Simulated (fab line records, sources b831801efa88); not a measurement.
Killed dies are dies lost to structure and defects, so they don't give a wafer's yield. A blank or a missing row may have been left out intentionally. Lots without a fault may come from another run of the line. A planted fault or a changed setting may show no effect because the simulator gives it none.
Chamber matching / flow sky130 / SKY_CONTACT_CVD_00 on pecvd-03: 3 sister chambers
The step deposits Si3N4, target thk 75 nm. 6 wafers are shown with their chamber, then 8 later ones without.

== WAFERS, EACH WITH ITS CHAMBER ==
wafer=L083.5; chamber=2; heaterPowerW (W)=563
wafer=L085.4; chamber=1; heaterPowerW (W)=626
wafer=L090.1; chamber=2; heaterPowerW (W)=554
wafer=L090.2; chamber=0; heaterPowerW (W)=776
wafer=L090.6; chamber=0; heaterPowerW (W)=790
wafer=L093.1; chamber=1; heaterPowerW (W)=635

== WAFERS WITH NO CHAMBER GIVEN ==
wafer=L093.2; heaterPowerW (W)=586
wafer=L093.6; heaterPowerW (W)=636
wafer=L095.3; heaterPowerW (W)=830
wafer=L095.5; heaterPowerW (W)=568
wafer=L095.6; heaterPowerW (W)=803
wafer=L096.1; heaterPowerW (W)=545
wafer=L096.3; heaterPowerW (W)=535
wafer=L096.5; heaterPowerW (W)=742

== WHICH CHAMBER EACH WENT THROUGH ==
wafer=L093.2; from the rows above=2; in truth=2
wafer=L093.6; from the rows above=1; in truth=1
wafer=L095.3; from the rows above=0; in truth=0
wafer=L095.5; from the rows above=2; in truth=2
wafer=L095.6; from the rows above=0; in truth=0
wafer=L096.1; from the rows above=2; in truth=2
wafer=L096.3; from the rows above=2; in truth=2
wafer=L096.5; from the rows above=0; in truth=0
Correct placement for 8 of the 8. Left unplaced by these rows: 0. Placed wrongly: 0.
How it was worked out, from the rows above alone: a wafer's distance from a chamber is the root of the sum, over the readings, of the square of ((its reading less the chamber's mean) divided by the reading's scatter). The wafer belongs to the nearest chamber; if the next one is less than 2 further off, it can't be placed. A chamber's mean is the mean of its shown wafers. The scatter: take each reading less its chamber's mean, square it, sum over the shown wafers, divide by the number of wafers less the number of chambers, and take the root.
